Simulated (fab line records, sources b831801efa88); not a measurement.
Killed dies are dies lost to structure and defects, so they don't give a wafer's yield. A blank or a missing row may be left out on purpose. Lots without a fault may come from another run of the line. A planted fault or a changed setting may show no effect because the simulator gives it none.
One fault seen from 2 desks | flow gf180mcu | each desk has only its own numbers; what lay behind them comes last

THE METROLOGY DESK
What the gauges read, lot by lot, whatever tool the lot ran on: means of the sampled wafers that have a number. A lot is out of limits, marked OUT, if its mean lies more than 4 standard deviations from the usual mean; the brackets give that distance.
Columns: A = V3_W_RS at GF_V3_RS_MEAS_24, usual 0.329 ohm/sq; B = V3_W_THK at GF_V3_THK_MEAS_25, usual 357 nm
lot  | first seen here | A     | B
L223 | day 23 06:50    | 0.329 | 353
L226 | day 25 02:25    | 0.329 | 354
L236 | day 27 19:07    | 0.324 | 366
L237 | day 28 01:38    | 0.327 | 359
L239 | day 29 00:28    | 0.329 | 355
L242 | day 29 07:13    | 0.326 | 363
This desk's finding: nothing out of limits on any of the 6 lots.

THE TOOL OWNER'S DESK: pvd_sputter-02
The tool's own readings at GF_M4_SPUTTER_03 (material Ti, target thk 10 nm, time 6.7 s): means of the sampled wafers that have a number, for each lot that ran on this tool. A lot is out of limits, marked OUT, if its mean lies more than 4 standard deviations from the usual mean; the brackets give that distance.
Columns: A = cathode_dc_power_W at GF_M4_SPUTTER_03, usual 3000.0 W; B = chamber_pressure_pa at GF_M4_SPUTTER_03, usual 0.3001 Pa; C = substrate_temp_c at GF_M4_SPUTTER_03, usual 299.98 C; D = throttle_valve_pct at GF_M4_SPUTTER_03, usual 30.0 %
lot  | first seen here | A      | B      | C      | D
L223 | day 23 07:29    | 2999.6 | 0.2993 | 300.03 | 30.1
This desk's finding: nothing out of limits on the one lot.

PUT TOGETHER
The metrology desk saw nothing out of limits.
The tool owner's desk saw nothing out of limits.

WHAT THE SIMULATOR HAD PUT IN
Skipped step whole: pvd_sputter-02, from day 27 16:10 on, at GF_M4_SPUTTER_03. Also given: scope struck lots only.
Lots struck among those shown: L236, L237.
